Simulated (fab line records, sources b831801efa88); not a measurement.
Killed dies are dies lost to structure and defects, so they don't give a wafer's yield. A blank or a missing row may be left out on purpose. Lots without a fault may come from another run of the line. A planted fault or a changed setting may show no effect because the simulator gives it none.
Split-lot experiment | flow gf180mcu | 5 lots, 23 wafers read, on a route of 602 steps

THE SPLIT
At GF_V2_SPUTTER_21 (material Ti, target thk 15 nm, time 80.02 s), the setting power_w was moved away from the recipe's 2500 W on 8 of the 23 wafers read, by -3.6% to +11.5%. The other wafers ran this setting at the recipe's value.

The reading is taken at the split's own step.

THE READING
Ti_of_V2_SPUTTER_21.thk_nm (the simulator's own value, which no gauge read), in nm, at GF_V2_SPUTTER_21 (material Ti, target thk 15 nm, time 80.02 s). The file gives no usual value for it. The 15 wafers here that ran the recipe average 15.07 nm, standard deviation 0.084 nm.

wafer  | tool, chamber at the split | power_w as run, W | against the recipe | Ti_of_V2_SPUTTER_21.thk_nm, nm | against lot-mates on the recipe
L074.1 | pvd_sputter-02, -          | 2411              | -3.6%              | 14.47                          | -0.55
L074.2 | pvd_sputter-02, -          | 2500              | recipe             | 14.99                          | -
L074.3 | pvd_sputter-02, -          | 2500              | recipe             | 15.08                          | -
L074.4 | pvd_sputter-02, -          | 2500              | recipe             | 14.98                          | -
L074.5 | pvd_sputter-02, -          | 2411              | -3.6%              | 14.43                          | -0.59
L075.2 | pvd_sputter-02, -          | 2500              | recipe             | 15.05                          | -
L075.3 | pvd_sputter-02, -          | 2500              | recipe             | 15.04                          | -
L075.4 | pvd_sputter-02, -          | 2500              | recipe             | 14.92                          | -
L075.5 | pvd_sputter-02, -          | 2500              | recipe             | 15.01                          | -
L075.6 | pvd_sputter-02, -          | 2500              | recipe             | 14.97                          | -
L082.1 | pvd_sputter-02, -          | 2776              | +11.0%             | 16.85                          | +1.68
L082.2 | pvd_sputter-02, -          | 2776              | +11.0%             | 16.91                          | +1.74
L082.3 | pvd_sputter-02, -          | 2776              | +11.0%             | 16.77                          | +1.60
L082.4 | pvd_sputter-02, -          | 2500              | recipe             | 15.17                          | -
L082.5 | pvd_sputter-02, -          | 2500              | recipe             | 15.17                          | -
L084.1 | pvd_sputter-03, -          | 2500              | recipe             | 15.21                          | -
L084.2 | pvd_sputter-03, -          | 2788              | +11.5%             | 16.92                          | +1.76
L084.4 | pvd_sputter-03, -          | 2788              | +11.5%             | 16.97                          | +1.80
L084.5 | pvd_sputter-03, -          | 2500              | recipe             | 15.12                          | -
L084.6 | pvd_sputter-03, -          | 2788              | +11.5%             | 16.9                           | +1.73
L085.1 | pvd_sputter-03, -          | 2500              | recipe             | 15.1                           | -
L085.3 | pvd_sputter-03, -          | 2500              | recipe             | 15.17                          | -
L085.5 | pvd_sputter-03, -          | 2500              | recipe             | 15.08                          | -

THE FIT
A straight line over all 23 wafers: Ti_of_V2_SPUTTER_21.thk_nm changes by +0.162 nm for each +1% of power_w; r = +1.00; the points scatter about the line by 0.076 nm.
The same after taking each lot's own level away (the mean of its wafers on the recipe; 23 wafers): +0.153 nm for each +1%; r = +1.00; scatter 0.044 nm.
On that fit, the largest move of power_w shifts the reading by 1.8 nm.
The lots' own levels span 14.998 to 15.170 nm, that is 2.1 times the standard deviation above.
So the lot-to-lot level changes the slope little: the two slopes agree.
Check: with one of the wafers moved furthest among these (+11.5%) left out of the fit, the line predicts +1.76 nm for it against its lot-mates. It came out at +1.76 nm against them.

OTHER SPLITS ON THESE WAFERS
These wafers also went through other splits before the reading. Each is held against what the fit with the lots' levels taken away leaves over:
other split on the same wafers | wafers away from the commonest value | r with Ti_of_V2_SPUTTER_21.thk_nm (lot level and that fit taken away)
GF_V2_PEB_12 peb_time_s        | 10                                   | -0.07

THE FILE'S OWN FIT
Ti_of_V2_SPUTTER_21.thk_nm changes by +0.153 nm for each +1% of power_w, r = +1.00.
